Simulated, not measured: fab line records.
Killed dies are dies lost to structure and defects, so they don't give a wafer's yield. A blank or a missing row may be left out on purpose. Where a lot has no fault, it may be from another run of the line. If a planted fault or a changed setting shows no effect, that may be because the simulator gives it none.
fab line records + flow sfqLine + part 2 of 2: steps 30 to 41 of 41
[record]
- lots = 5
- wafers = 15
- lastDay = 78
route steps=325 shown M7@285 I7@296 M8@311
lots untouched by any fault: they come from a run of this same line in which no faults occurred
startH: start of the lot's first displayed wafer, in hours after the record's first day + waitH: hours from the lot's prior step to this one + " unchanged from the row above + L1.1+2: one row covering several wafers at once + - either no value or no given start + * or withheld: withheld + < > ~ a bound
route shown NAME@n: names a module that has steps shown in the file, with the first one's number in the route + usual: mean and standard deviation over wafers with no fault + same: alike in all rows + chamber/n: place in a boat + sites: per-site readings + _std_site: the values' standard deviation + _edge_site: inner sites' mean taken away from outer sites' mean + radiusMm: how far each site lies from the wafer's centre + mask NAME#n: copy n + behind: the tool/chamber that last shaped the wafer + hold: the reason the lot was held/the length of the hold in hours/how it ended + device: names the non-switching transistor (n, p or np) + end of line: the route-end tests of the same wafers + for a step that has no rows: nothing shown but its recipe + killed: not the wafer's yield, but the dies lost to structure and defects at the first sort + map: per-die view of a wafer (x killed, . not killed, _ where there is no die)
set.NAME: the run value of the setting; set.NAME@STEP: its run value at that earlier step + model.NAME: the simulator's own value behind a step, which no gauge read
a table for each step, a row for each wafer; lots at some steps of the route
services: when a tool's chamber went out of use (startH, in hours from the record's first day, below 0 if earlier), for how many hours, and the reason
[[steps]]
[step SFQ_TRILAYER_M8_LITHO_SOFTBAKE_199]
[recipe]
- tempC = withheld
- timeS = withheld
- resist = KrF
| lot.wafer  | tool          | chamber | startH | waitH |
|------------|---------------|---------|--------|-------|
| L074.3+4+5 | lithoTrack-01 | 0       | -      | -     |
| L075.1+4+5 | lithoTrack-02 | 0       | -      | -     |
| L084.1+2+5 | lithoTrack-03 | 0       | -      | -     |
| L086.1+4+5 | lithoTrack-03 | 0       | -      | -     |
| L097.1+2+5 | lithoTrack-03 | 0       | -      | -     |
[step SFQ_TRILAYER_M8_LITHO_EXPOSE_194]
[recipe]
- maskId = M8
- na = 0.6
- sourceShape = conventional
- sigmaOuter = 0.65
- targetCdNm = 2000
- doseMj = 14.4
[usual]
- stageVelMmS = 499.96/0.26
| lot.wafer | tool          | chamber | startH  | waitH | mask | stageVelMmS |
|-----------|---------------|---------|---------|-------|------|-------------|
| L074.3    | krfScanner-02 | 0       | 1608.91 | -     | M8#0 | 499.84      |
| L074.4    | "             | 0       | "       | "     | M8#0 | 499.80      |
| L074.5    | "             | 0       | "       | "     | M8#0 | 499.96      |
| L075.1    | krfScanner-01 | 0       | 1615.87 | -     | M8#0 | 500.03      |
| L075.4    | "             | 0       | "       | "     | M8#0 | 499.74      |
| L075.5    | "             | 0       | "       | "     | M8#0 | 500.06      |
| L084.1    | krfScanner-02 | 0       | 1756.75 | -     | M8#0 | 499.84      |
| L084.2    | "             | 0       | "       | "     | M8#0 | 499.64      |
| L084.5    | "             | 0       | "       | "     | M8#0 | 499.98      |
| L086.1    | krfScanner-02 | 0       | 1761.43 | -     | M8#0 | 499.79      |
| L086.4    | "             | 0       | "       | "     | M8#0 | 499.90      |
| L086.5    | "             | 0       | "       | "     | M8#0 | 499.82      |
| L097.1    | krfScanner-01 | 0       | 1867.16 | -     | M8#0 | 499.46      |
| L097.2    | "             | 0       | "       | "     | M8#0 | 500.17      |
| L097.5    | "             | 0       | "       | "     | M8#0 | 499.86      |
[step SFQ_TRILAYER_M8_LITHO_PEB_196]
[recipe]
- pebTempC = 115
- pebTimeS = 60
- resist = KrF
[usual]
- plateTempC = 115.01/0.13
| lot.wafer | tool          | chamber | startH  | waitH | plateTempC |
|-----------|---------------|---------|---------|-------|------------|
| L074.3    | lithoTrack-02 | 0       | 1609.76 | 0.7   | 115.00     |
| L074.4    | "             | 0       | "       | "     | 114.96     |
| L074.5    | "             | 0       | "       | "     | 114.91     |
| L075.1    | lithoTrack-01 | 0       | 1617.07 | 1.0   | 114.75     |
| L075.4    | "             | 0       | "       | "     | 115.08     |
| L075.5    | "             | 0       | "       | "     | 114.84     |
| L084.1    | lithoTrack-03 | 0       | 1757.95 | 1.0   | 115.12     |
| L084.2    | "             | 0       | "       | "     | 115.13     |
| L084.5    | "             | 0       | "       | "     | 115.19     |
| L086.1    | lithoTrack-02 | 0       | 1762.63 | 1.0   | 115.16     |
| L086.4    | "             | 0       | "       | "     | 115.12     |
| L086.5    | "             | 0       | "       | "     | 115.18     |
| L097.1    | lithoTrack-03 | 0       | 1868.36 | 1.0   | 115.02     |
| L097.2    | "             | 0       | "       | "     | 114.70     |
| L097.5    | "             | 0       | "       | "     | 114.97     |
[step SFQ_TRILAYER_M8_LITHO_DEVELOP_195]
[recipe]
- imgClearS = 15
- timeS = 55
- resist = KrF
| lot.wafer  | tool          | chamber | startH  | waitH |
|------------|---------------|---------|---------|-------|
| L074.3+4+5 | lithoTrack-02 | 0       | 1609.90 | 0.1   |
| L075.1+4+5 | lithoTrack-01 | 0       | 1617.22 | 0.1   |
| L084.1+2+5 | lithoTrack-03 | 0       | 1758.10 | 0.1   |
| L086.1+4+5 | lithoTrack-02 | 0       | 1762.78 | 0.1   |
| L097.1+2+5 | lithoTrack-03 | 0       | 1868.51 | 0.1   |
[step SFQ_M8_OVL_MEAS_948]
[usual]
- M8_OVL = -2/5.4
| lot.wafer | tool       | chamber | startH  | waitH | M8_OVL[nm] |
|-----------|------------|---------|---------|-------|------------|
| L074.3    | overlay-01 | -       | 1610.01 | 0.1   | -4         |
| L074.4    | "          | -       | "       | "     | -4         |
| L074.5    | "          | -       | "       | "     | -11        |
| L075.1    | overlay-02 | -       | 1617.36 | 0.1   | -1         |
| L075.4    | "          | -       | "       | "     | 4          |
| L075.5    | "          | -       | "       | "     | -7         |
| L084.1    | overlay-02 | -       | 1758.24 | 0.1   | 1          |
| L084.2    | "          | -       | "       | "     | 4          |
| L084.5    | "          | -       | "       | "     | 8          |
| L086.1    | overlay-02 | -       | 1762.92 | 0.1   | -8         |
| L086.4    | "          | -       | "       | "     | -5         |
| L086.5    | "          | -       | "       | "     | -7         |
| L097.1    | overlay-01 | -       | 1868.65 | 0.1   | 7          |
| L097.2    | "          | -       | "       | "     | 8          |
| L097.5    | "          | -       | "       | "     | 13         |
[step SFQ_TRILAYER_M8_DEP_EVAP_197]
[recipe]
- material = Ti
- angularSpreadDeg = 1
- targetThkNm = 20
- timeS = 100
- powerW = 2000
| lot.wafer  | tool          | chamber | startH  | waitH |
|------------|---------------|---------|---------|-------|
| L074.3+4+5 | pvdSputter-01 | -       | 1610.03 | 0.0   |
| L075.1+4+5 | pvdSputter-01 | -       | 1617.40 | 0.0   |
| L084.1+2+5 | pvdSputter-02 | -       | 1758.28 | 0.0   |
| L086.1+4+5 | pvdSputter-02 | -       | 1762.95 | 0.0   |
| L097.1+2+5 | pvdSputter-01 | -       | 1868.69 | 0.0   |
[step SFQ_TRILAYER_M8_DEP_EVAP_198]
[recipe]
- material = Pt
- angularSpreadDeg = 1
- targetThkNm = 50
- timeS = 250
- powerW = 2000
| lot.wafer  | tool          | chamber | startH  | waitH |
|------------|---------------|---------|---------|-------|
| L074.3+4+5 | pvdSputter-01 | -       | 1610.11 | 0.0   |
| L075.1+4+5 | pvdSputter-01 | -       | 1617.47 | 0.0   |
| L084.1+2+5 | pvdSputter-02 | -       | 1758.35 | 0.0   |
| L086.1+4+5 | pvdSputter-02 | -       | 1763.03 | 0.0   |
| L097.1+2+5 | pvdSputter-01 | -       | 1868.76 | 0.0   |
[step SFQ_TRILAYER_M8_DEP_EVAP_196]
[recipe]
- material = Au
- angularSpreadDeg = 1
- targetThkNm = 180
- timeS = 900
- powerW = 2000
| lot.wafer  | tool          | chamber | startH  | waitH |
|------------|---------------|---------|---------|-------|
| L074.3+4+5 | pvdSputter-01 | -       | 1610.26 | 0.1   |
| L075.1+4+5 | pvdSputter-01 | -       | 1617.63 | 0.1   |
| L084.1+2+5 | pvdSputter-02 | -       | 1758.51 | 0.1   |
| L086.1+4+5 | pvdSputter-02 | -       | 1763.18 | 0.1   |
| L097.1+2+5 | pvdSputter-01 | -       | 1868.91 | 0.1   |
[step SFQ_M8_RS_MEAS_949]
[recipe]
- thkMeasGauge = four-point-probe
- reads = Au_of_TRILAYER_M8_DEP_EVAP_196+Pt_of_TRILAYER_M8_DEP_EVAP_198+Ti_of_TRILAYER_M8_DEP_EVAP_197
[usual]
- M8_AU_RS = 0.1531/0.0019
| lot.wafer | tool         | chamber | startH  | waitH | M8_AU_RS[ohm/sq] |
|-----------|--------------|---------|---------|-------|------------------|
| L074.3    | filmMetro-04 | -       | 1610.82 | 0.3   | 0.1521           |
| L074.4    | "            | -       | "       | "     | 0.1520           |
| L074.5    | "            | -       | "       | "     | 0.1526           |
| L075.1    | filmMetro-01 | -       | 1618.14 | 0.3   | 0.1527           |
| L075.4    | "            | -       | "       | "     | 0.1507           |
| L075.5    | "            | -       | "       | "     | 0.1531           |
| L084.1    | filmMetro-01 | -       | 1759.02 | 0.3   | 0.1531           |
| L084.2    | "            | -       | "       | "     | 0.1528           |
| L084.5    | "            | -       | "       | "     | 0.1542           |
| L086.1    | filmMetro-01 | -       | 1763.70 | 0.3   | 0.1522           |
| L086.4    | "            | -       | "       | "     | 0.1507           |
| L086.5    | "            | -       | "       | "     | 0.1525           |
| L097.1    | filmMetro-01 | -       | 1869.43 | 0.3   | 0.1576           |
| L097.2    | "            | -       | "       | "     | 0.1576           |
| L097.5    | "            | -       | "       | "     | 0.1566           |
[step SFQ_M8_THK_MEAS_950]
[recipe]
- thkMeasGauge = xrf
- reads = Au_of_TRILAYER_M8_DEP_EVAP_196
[usual]
- M8_AU_THK = 182.4/2.2
| lot.wafer | tool         | chamber | startH  | waitH | M8_AU_THK[nm] |
|-----------|--------------|---------|---------|-------|---------------|
| L074.3    | filmMetro-04 | -       | 1610.92 | 0.1   | 184.1         |
| L074.4    | "            | -       | "       | "     | 184.3         |
| L074.5    | "            | -       | "       | "     | 183.1         |
| L075.1    | filmMetro-01 | -       | 1618.26 | 0.1   | 184.3         |
| L075.4    | "            | -       | "       | "     | 186.8         |
| L075.5    | "            | -       | "       | "     | 183.4         |
| L084.1    | filmMetro-01 | -       | 1759.14 | 0.1   | 182.4         |
| L084.2    | "            | -       | "       | "     | 183.7         |
| L084.5    | "            | -       | "       | "     | 182.1         |
| L086.1    | filmMetro-01 | -       | 1763.82 | 0.1   | 184.7         |
| L086.4    | "            | -       | "       | "     | 185.2         |
| L086.5    | "            | -       | "       | "     | 183.3         |
| L097.1    | filmMetro-01 | -       | 1869.55 | 0.1   | 177.7         |
| L097.2    | "            | -       | "       | "     | 177.6         |
| L097.5    | "            | -       | "       | "     | 179.8         |
[step SFQ_TRILAYER_M8_LIFTOFF_LIFTOFF_197]
[recipe]
- tempC = 80
- timeS = 600
- chemistry = NMP
| lot.wafer  | tool        | chamber | startH  | waitH |
|------------|-------------|---------|---------|-------|
| L074.3+4+5 | wetBench-02 | 1,3,6   | 1610.96 | 0.0   |
| L075.1+4+5 | wetBench-02 | 3,0,6   | 1618.32 | 0.1   |
| L084.1+2+5 | wetBench-02 | 5,4,0   | 1759.20 | 0.1   |
| L086.1+4+5 | wetBench-01 | 3,2,1   | 1763.88 | 0.1   |
| L097.1+2+5 | wetBench-03 | 2,7,6   | 1869.61 | 0.1   |
[step SFQ_M8_BOW_MEAS_951]
[recipe]
- mode = bow
[usual]
- M8_BOW = 10/12
| lot.wafer | tool         | chamber | startH  | waitH | M8_BOW[um] |
|-----------|--------------|---------|---------|-------|------------|
| L074.3    | filmMetro-03 | -       | 1611.35 | 0.0   | 9          |
| L074.4    | "            | -       | "       | "     | 20         |
| L074.5    | "            | -       | "       | "     | 10         |
| L075.1    | filmMetro-03 | -       | 1618.50 | 0.0   | 17         |
| L075.4    | "            | -       | "       | "     | 16         |
| L075.5    | "            | -       | "       | "     | 10         |
| L084.1    | filmMetro-03 | -       | 1759.38 | 0.0   | 17         |
| L084.2    | "            | -       | "       | "     | 21         |
| L084.5    | "            | -       | "       | "     | 7          |
| L086.1    | filmMetro-04 | -       | 1764.07 | 0.0   | -20        |
| L086.4    | "            | -       | "       | "     | -17        |
| L086.5    | "            | -       | "       | "     | -13        |
| L097.1    | filmMetro-03 | -       | 1869.79 | 0.0   | -16        |
| L097.2    | "            | -       | "       | "     | -10        |
| L097.5    | "            | -       | "       | "     | -12        |
[[services]]
| tool          | chamber | startH  | hours | kind   |
|---------------|---------|---------|-------|--------|
| rieDiel-01    | 3       | 1455.44 | 3.6   | repair |
| rieDiel-01    | 1       | 1496.39 | 4.1   | repair |
| pvdSputter-01 | -       | 1514.78 | 6.6   | repair |
| rieDiel-01    | 1       | 1519.49 | 3.8   | repair |
| rieDiel-01    | 0       | 1541.24 | 1.7   | repair |
| krfScanner-01 | -       | 1545.22 | 1.3   | pm     |
| pvdSputter-01 | -       | 1555.11 | 2.7   | repair |
| krfScanner-01 | -       | 1565.54 | 1.0   | pm     |
| rieMetal-04   | 1       | 1571.61 | 17.6  | repair |
| pvdSputter-01 | -       | 1580.09 | 1.3   | repair |
| krfScanner-01 | -       | 1580.25 | 2.0   | repair |
| krfScanner-01 | -       | 1584.52 | 3.0   | pm     |
| krfScanner-01 | -       | 1587.52 | 4.0   | pm     |
| pvdSputter-01 | -       | 1598.64 | 1.6   | repair |
| krfScanner-01 | -       | 1610.74 | 0.8   | pm     |
| krfScanner-01 | -       | 1667.09 | 2.2   | repair |
| krfScanner-01 | -       | 1674.78 | 4.4   | pm     |
| pvdSputter-01 | -       | 1699.22 | 2.1   | repair |
| rieDiel-01    | -       | 1707.91 | 1.4   | repair |
| krfScanner-01 | -       | 1721.41 | 1.3   | pm     |
| krfScanner-01 | -       | 1734.86 | 1.0   | pm     |
| krfScanner-01 | -       | 1779.26 | 0.8   | pm     |
| rieMetal-04   | 1       | 1819.57 | 18.1  | repair |
| krfScanner-01 | -       | 1820.11 | 3.6   | pm     |
